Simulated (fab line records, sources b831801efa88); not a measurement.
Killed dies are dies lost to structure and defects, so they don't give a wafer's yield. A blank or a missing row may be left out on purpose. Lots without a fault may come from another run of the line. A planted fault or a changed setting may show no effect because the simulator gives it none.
Which tool did it? | flow gf180mcu | 12 lots, 36 wafers sampled, at 5 steps of a route of 602

WHAT THE GAUGES READ, wafer by wafer
GF_HV_LDD_TW_MEAS_23.
lot  | measured     | on            | HV_LDD_2_TW
L301 | day 10 19:25 | film_metro-04 | 1058 1056 1064
L304 | day 11 16:34 | film_metro-04 | 1050 1053 1043
L305 | day 11 22:58 | film_metro-01 | 1813 1816 1813
L306 | day 12 07:07 | film_metro-02 | 1827 1814 1817
L314 | day 15 05:02 | film_metro-01 | 1056 1044 1050
L315 | day 15 10:36 | film_metro-02 | 1065 1054 1059
L316 | day 15 20:14 | film_metro-04 | 1050 1052 1046
L317 | day 16 05:25 | film_metro-01 | 1051 1049 1053
L320 | day 17 06:28 | film_metro-01 | 1047 1043 1040
L322 | day 17 19:20 | film_metro-01 | 1049 1041 1048
L323 | day 18 00:19 | film_metro-01 | 1048 1040 1049
L324 | day 18 05:40 | film_metro-04 | 1050 1047 1051

GF_MIM_RS_MEAS_10: measures by four-point-probe.
lot  | measured     | on            | MIM_ALCU_RS (ohm/sq)
L301 | day 24 07:14 | film_metro-03 | 0.1646 0.1635 0.1650
L304 | day 25 07:35 | film_metro-04 | 0.1632 0.1622 0.1642
L305 | day 25 16:47 | film_metro-04 | 0.1581 0.1560 0.1579
L306 | day 26 01:52 | film_metro-04 | 0.1606 0.1596 0.1587
L314 | day 28 22:13 | film_metro-01 | 0.1635 0.1604 0.1621
L315 | day 29 06:01 | film_metro-04 | 0.1594 0.1583 0.1596
L316 | day 29 15:16 | film_metro-03 | 0.1628 0.1608 0.1600
L317 | day 29 21:38 | film_metro-03 | 0.1613 0.1626 0.1623
L320 | day 30 17:17 | film_metro-01 | 0.1593 0.1598 0.1602
L322 | day 31 03:25 | film_metro-01 | 0.1580 0.1592 0.1600
L323 | day 31 08:38 | film_metro-01 | 0.1626 0.1624 0.1622
L324 | day 31 11:05 | film_metro-04 | 0.1621 0.1629 0.1642

WHICH TOOL RAN EACH LOT (tool, then ch and the chambers of the sampled wafers, then the start)
lot  | GF_HV_LDD_IMPLANT_21            | GF_M3_STRIP_17                       | GF_MIM_SPUTTER_03
L301 | implanter-02 ch 0, day 10 19:10 | plasma_asher-03 ch 0,1, day 21 04:08 | pvd_sputter-02, day 24 06:59
L304 | implanter-02 ch 0, day 11 16:20 | plasma_asher-01 ch 0,1, day 22 06:23 | pvd_sputter-01, day 25 07:19
L305 | implanter-02 ch 0, day 11 22:44 | plasma_asher-02 ch 0,1, day 22 16:04 | pvd_sputter-01, day 25 16:31
L306 | implanter-02 ch 0, day 12 06:52 | plasma_asher-01 ch 0,1, day 23 00:54 | pvd_sputter-02, day 26 01:35
L314 | implanter-03 ch 0, day 15 04:48 | plasma_asher-02 ch 0, day 26 04:56   | pvd_sputter-03, day 28 21:57
L315 | implanter-03 ch 0, day 15 10:21 | plasma_asher-02 ch 0,1, day 26 11:46 | pvd_sputter-01, day 29 05:46
L316 | implanter-02 ch 0, day 15 19:56 | plasma_asher-02 ch 0,1, day 26 21:27 | pvd_sputter-01, day 29 15:01
L317 | implanter-03 ch 0, day 16 05:10 | plasma_asher-01 ch 0,1, day 27 05:14 | pvd_sputter-02, day 29 21:22
L320 | implanter-04 ch 0, day 17 06:14 | plasma_asher-01 ch 0,1, day 28 02:44 | pvd_sputter-01, day 30 17:01
L322 | implanter-02 ch 0, day 17 19:05 | plasma_asher-01 ch 0,1, day 28 14:50 | pvd_sputter-01, day 31 03:08
L323 | implanter-02 ch 0, day 18 00:05 | plasma_asher-03 ch 0,1, day 28 19:09 | pvd_sputter-01, day 31 08:22
L324 | implanter-02 ch 0, day 18 05:25 | plasma_asher-01 ch 0,1, day 28 22:58 | pvd_sputter-03, day 31 10:49
- GF_HV_LDD_IMPLANT_21
- GF_M3_STRIP_17: strips in O2/N2.
- GF_MIM_SPUTTER_03: material Ti, target thk 10 nm, time 6.7 s.

WHAT THE TOOLS THEMSELVES READ (means of the sampled wafers that have a number; where no wafer has one, the mark that the record gives instead)
GF_HV_LDD_IMPLANT_21.
lot  | tool         | beam_energy_keV | beam_on_s (s) | dose_ions_cm2 | faraday_current_uA
L301 | implanter-02 | 25.003          | 10.04         | 5.009e+13     | 281
L304 | implanter-02 | 24.992          | 9.84          | 5.002e+13     | 286
L305 | implanter-02 | 25.010          | 25.75         | 2.940e+14     | 646
L306 | implanter-02 | 24.999          | 25.37         | 2.940e+14     | 654
L314 | implanter-03 | 25.004          | 10.09         | 5.006e+13     | 278
L315 | implanter-03 | 25.001          | 10.00         | 5.005e+13     | 281
L316 | implanter-02 | 24.999          | 9.84          | 5.001e+13     | 286
L317 | implanter-03 | 25.000          | 9.79          | 5.005e+13     | 288
L320 | implanter-04 | 24.998          | 9.91          | 4.995e+13     | 284
L322 | implanter-02 | 25.000          | 9.89          | 5.009e+13     | 284
L323 | implanter-02 | 25.006          | 10.06         | 5.004e+13     | 279
L324 | implanter-02 | 25.002          | 10.11         | 4.999e+13     | 278

GF_M3_STRIP_17.
lot  | tool            | drypump_motor_current_A (A) | heater_power_w (W) | oes_product_au (a.u.) | platen_temp_c (C) | strip_time_to_endpoint_s (s)
L301 | plasma_asher-03 | 5.4                         | 347                | 0.533                 | 249.84            | 7.38
L304 | plasma_asher-01 | 5.4                         | 363                | 0.539                 | 250.06            | 7.39
L305 | plasma_asher-02 | 5.5                         | 341                | 0.539                 | 250.13            | 7.41
L306 | plasma_asher-01 | 5.4                         | 361                | 0.545                 | 250.15            | 7.46
L314 | plasma_asher-02 | 5.5                         | 337                | 0.544                 | 250.09            | 7.45
L315 | plasma_asher-02 | 5.5                         | 342                | 0.540                 | 250.11            | 7.38
L316 | plasma_asher-02 | 5.4                         | 344                | 0.532                 | 250.13            | 7.34
L317 | plasma_asher-01 | 5.4                         | 357                | 0.536                 | 250.09            | 7.39
L320 | plasma_asher-01 | 5.4                         | 354                | 0.541                 | 250.09            | 7.40
L322 | plasma_asher-01 | 5.4                         | 357                | 0.537                 | 249.98            | 7.37
L323 | plasma_asher-03 | 5.4                         | 347                | 0.541                 | 250.02            | 7.39
L324 | plasma_asher-01 | 5.5                         | 339                | 0.542                 | 249.95            | 7.40

GF_MIM_SPUTTER_03.
lot  | tool           | throttle_valve_pct (%)
L301 | pvd_sputter-02 | 31.2
L304 | pvd_sputter-01 | 29.2
L305 | pvd_sputter-01 | 29.1
L306 | pvd_sputter-02 | 30.7
L314 | pvd_sputter-03 | 28.4
L315 | pvd_sputter-01 | 29.2
L316 | pvd_sputter-01 | 29.0
L317 | pvd_sputter-02 | 31.2
L320 | pvd_sputter-01 | 29.5
L322 | pvd_sputter-01 | 29.5
L323 | pvd_sputter-01 | 29.2
L324 | pvd_sputter-03 | 28.8

THE ANSWER, worked out from the rows above alone
Rule: what is usual is taken from the lots themselves. Put in order of their means at a reading, lots are off if they are a third of the lots or fewer, leave a main group of 4 or more, and stand apart from it by a gap of 3 or more times the standard deviation of the main group's means; of several such gaps the widest counts. A main group whose means are all the same, to the digits that the tables above print for the reading, isn't used. A lot without any number at a reading at which 4 lots or more have one is off too. The other lots that the step has rows for count as sound. The gauges are gone through in route order, then the tools' own readings, and for those a lot's mean is taken as printed above. The first step at which some lot is off is used, and at that step the reading that is off furthest; a lot without a number counts as furthest.
Off: L305, L306, at GF_HV_LDD_TW_MEAS_23 (HV_LDD_2_TW). The main group: mean 1050, standard deviation 5.1.
A tool fits if, at a process step before that reading, it ran every lot that is off, and no sound lot after the first of them. The gauges at GF_HV_LDD_TW_MEAS_23 aren't tried: what is off there is off at GF_HV_LDD_IMPLANT_21 too, on other tools, and a gauge's error can't cause that. None of those tried fits.

WHAT THE SIMULATOR HAD PUT IN
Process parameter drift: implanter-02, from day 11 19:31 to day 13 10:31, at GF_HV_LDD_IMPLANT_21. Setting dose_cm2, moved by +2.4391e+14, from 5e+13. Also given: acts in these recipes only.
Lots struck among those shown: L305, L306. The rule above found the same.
